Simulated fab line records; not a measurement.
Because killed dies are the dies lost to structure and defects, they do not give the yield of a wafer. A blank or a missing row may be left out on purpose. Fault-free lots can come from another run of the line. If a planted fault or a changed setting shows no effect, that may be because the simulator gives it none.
The same fault as seen by 2 desks | flow gf180mcu | each desk holds nothing but its own numbers, with what lay behind them at the end

FOR THE TOOL OWNER'S DESK: pecvd-02
The tool's own readings at GF_V3_CVD_02 (deposits SiO2 from TEOS, target thk 850 nm, time 94.851 s): means of the sampled wafers that have a number, for each lot that ran on this tool. If a lot's mean is further than 4 standard deviations from the usual mean, the lot is out of limits and carries the mark OUT (the distance appears in the brackets).
Columns: A = heater-power-w at GF_V3_CVD_02, usual 685 W; B = run-length-s at GF_V3_CVD_02, usual 122.6 s
lot  | first seen here | A   | B
L136 | day 25 09:46    | 651 | 122.1
L137 | day 25 17:39    | 613 | 102.8 (-40) OUT
L138 | day 25 23:29    | 608 | 83.5 (-78) OUT
L139 | day 26 03:29    | 541 | 103.0 (-39) OUT
L149 | day 28 18:02    | 648 | 122.1
Finding of this desk: L137, L138, L139 out of limits; the first was L137 at day 25 17:39, on run-length-s at GF_V3_CVD_02. In limits: L136, L149.

FROM THE METROLOGY DESK
What the gauges read for every lot (on any tool): the sampled wafers with a number, averaged. If a lot's mean is further than 4 standard deviations from the usual mean, the lot is out of limits and carries the mark OUT (the distance appears in the brackets).
Columns: A = M3_ALCU_THK at GF_M3_THK_MEAS_06, usual 448 nm; B = V3_CVD_00_THK at GF_V3_THK_MEAS_01, usual 603 nm; C = V3_CVD_02_THK at GF_V3_THK_MEAS_03, usual 850 nm
lot  | first seen here | A   | B   | C
L127 | day 20 18:07    | 442 | 599 | 854
L136 | day 24 11:37    | 447 | 603 | 851
L137 | day 24 19:50    | 448 | 604 | 682 (-15) OUT
L138 | day 25 01:18    | 455 | 605 | 498 (-32) OUT
L139 | day 25 05:40    | 448 | 598 | 674 (-16) OUT
L141 | day 25 18:18    | 450 | 603 | 852
L142 | day 26 02:16    | 445 | 605 | 839
L143 | day 26 08:28    | 447 | 605 | 860
L144 | day 26 12:45    | 453 | 602 | 849
L145 | day 26 14:25    | 444 | 608 | 865
L147 | day 27 11:23    | 445 | 601 | 840
L149 | day 27 21:14    | 453 | 594 | 851
This desk finds L137, L138, L139 out of limits, with the earliest case on L137 at day 25 17:43 (V3_CVD_02_THK at GF_V3_THK_MEAS_03). In limits: L127, L136, L141, L142, L143, L144, L145, L147, L149.

BROUGHT TOGETHER
The tool owner's desk had the chance to raise an alarm at day 25 17:39 on L137, L138, L139.
Metrology desk: alarm possible at day 25 17:43 on L137, L138, L139.
The lots listed all ran GF_V3_CVD_02 on pecvd-02.

WHAT THE SIMULATOR PUT IN
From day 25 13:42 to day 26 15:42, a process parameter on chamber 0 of pecvd-02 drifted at GF_V3_CVD_02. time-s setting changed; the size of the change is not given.
Shown lots that were struck: L137, L138, L139.
Hours from the fault's start to each desk's first reading out of limits: the tool owner's desk, 4; the metrology desk, 4.
